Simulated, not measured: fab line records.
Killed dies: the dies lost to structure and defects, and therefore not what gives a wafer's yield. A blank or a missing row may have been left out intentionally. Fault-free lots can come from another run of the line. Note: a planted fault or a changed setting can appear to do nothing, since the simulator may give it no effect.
A struck lot beside a sound one	flow sky130	14 steps out of a route of 708
Sound: the wafers L731.1, L731.5, L731.6. Struck: wafers L736.1, L736.2, L736.5. At the end, the cause is stated.
At each step with rows: each side's tool, then ch and its chambers, then its first start. Under that, the readings that differ: sound wafers	struck wafers	difference of the means	sigmas: that difference in standard deviations of wafers without a fault.
alike: a reading whose means differ by less than 2 such deviations, as well as words and numbers matching on both sides. not compared: withheld readings; readings where some wafer has no value; bounds like >300 that might hide an equal value; numbers whose values overlap and for which the record gives no deviation.
A row with sigmas, a row that says differs or no value, or rows on one side alone: a step with any of these is where the two part. When numbers do not overlap yet have no deviation, they are printed without sigmas and do not part them. Lack of a reading on every wafer of one side parts them only where that side has two or more wafers.

first, 4 steps without rows for these wafers: SKY_RES_XHIGH_EXPOSE_04 (exposes mask URPM, target cd 1270 nm); SKY_RES_XHIGH_PEB_05; SKY_RES_XHIGH_DEVELOP_06 (develop time 60 s); SKY_RES_XHIGH_IMPLANT_07.
SKY_RES_XHIGH_STRIP_08: strips in O2/N2.
  sound on plasmaAsher-04 ch 0,1, day 29 12:53; struck on plasmaAsher-03 ch 0,1, day 32 19:08
reading	sound	struck	difference	sigmas
stripTimeToEndpointS (s)	14.23 14.23 14.17	14.31 14.29 14.28	+0.08	+2
  alike: drypumpMotorCurrentA, oesProductAu
  not compared: rfHoursCounterH
SKY_RES_XHIGH_TW_MEAS_09:
  sound on filmMetro-01 at day 29 12:59; struck on filmMetro-03 at day 32 19:14
  alike: RES_XHIGH_TW
then, 6 steps without rows for these wafers: SKY_SD_N_DEHYDRATE_00 (time 60 s); SKY_SD_N_HMDS_01 (prime time 60 s); SKY_SD_N_COAT_02 (resist thk 1140 nm); SKY_SD_N_SOFTBAKE_03 (time 60 s); SKY_SD_N_EXPOSE_04 (exposes mask NSDM, target cd 380 nm); SKY_SD_N_PEB_05.
SKY_SD_N_DEVELOP_06: develop time 60 s.
  sound on lithoTrack-04 ch 0, day 30 15:59; struck on lithoTrack-04 ch 0, day 33 21:32
SKY_SD_N_CD_MEAS_07 targets a cd of 380 nm.
  sound on cdSem-01 at day 30 16:12; struck on cdSem-02 at day 33 22:06
reading	sound	struck	difference	sigmas
cdNm (nm)	382.6 383.9 382.0	262.0 261.7 259.6	-121.7	-53
  not compared: hold

== WHERE THEY PART ==
Earliest at SKY_RES_XHIGH_STRIP_08; latest, in this record, at SKY_SD_N_CD_MEAS_07.

WHY: what had been put in by the simulator
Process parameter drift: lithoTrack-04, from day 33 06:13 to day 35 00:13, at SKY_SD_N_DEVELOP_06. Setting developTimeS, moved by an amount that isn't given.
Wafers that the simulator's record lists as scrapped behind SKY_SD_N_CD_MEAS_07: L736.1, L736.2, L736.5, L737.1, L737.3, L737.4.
